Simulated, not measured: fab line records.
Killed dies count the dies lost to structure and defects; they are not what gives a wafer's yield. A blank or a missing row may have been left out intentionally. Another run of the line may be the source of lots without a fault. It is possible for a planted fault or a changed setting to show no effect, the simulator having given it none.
Which tool is to blame? | flow sky130 | 12 lots (36 wafers sampled), 1 step of a 708-step route

WHAT THE GAUGES SHOWED, per wafer
SKY_POLY_CUT_CD_MEAS_08 targets a cd of 270 nm.
lot  | measured     | on        | cd nm (nm)
L075 | day 24 19:26 | cd sem-02 | 270.4 269.3 268.6
L077 | day 25 18:16 | cd sem-01 | 269.5 269.5 269.1
L078 | day 26 14:24 | cd sem-02 | 271.9 271.3 272.0
L081 | day 26 23:59 | cd sem-02 | 271.5 272.4 272.6
L083 | day 27 16:44 | cd sem-01 | 269.9 269.3 269.7
L085 | day 28 08:23 | cd sem-02 | 270.2 270.3 270.0
L086 | day 28 19:36 | cd sem-01 | 270.2 269.5 271.4
L089 | day 29 10:17 | cd sem-01 | 269.6 270.9 269.7
L091 | day 30 07:32 | cd sem-01 | 271.6 270.3 271.4
L093 | day 30 21:22 | cd sem-01 | 270.7 270.8 270.2
L094 | day 31 12:31 | cd sem-02 | 269.9 268.4 269.1
L097 | day 32 04:34 | cd sem-01 | 273.0 271.5 272.1

EACH LOT AND THE TOOL THAT RAN IT (in order: tool; ch and the chambers of the sampled wafers; start)
Before these readings, the record contains no process step.

THE ANSWER, worked out from the rows above alone
Rule: the usual values come from the lots themselves. Put in order of their means at a reading, lots are off if they are a third of the lots or fewer, leave a main group of 4 or more, and stand apart from it by a gap of 3 or more times the standard deviation of the main group's means; of several such gaps the widest counts. A main group whose means are all the same, to the digits that the tables above print for the reading, isn't used. Also off: a lot with no number at a reading for which 4 or more lots have one. Any other lot the step has rows for is counted as sound.
None of the lots is off at any reading shown; this tells nothing.

WHAT THE SIMULATOR HAD INSERTED
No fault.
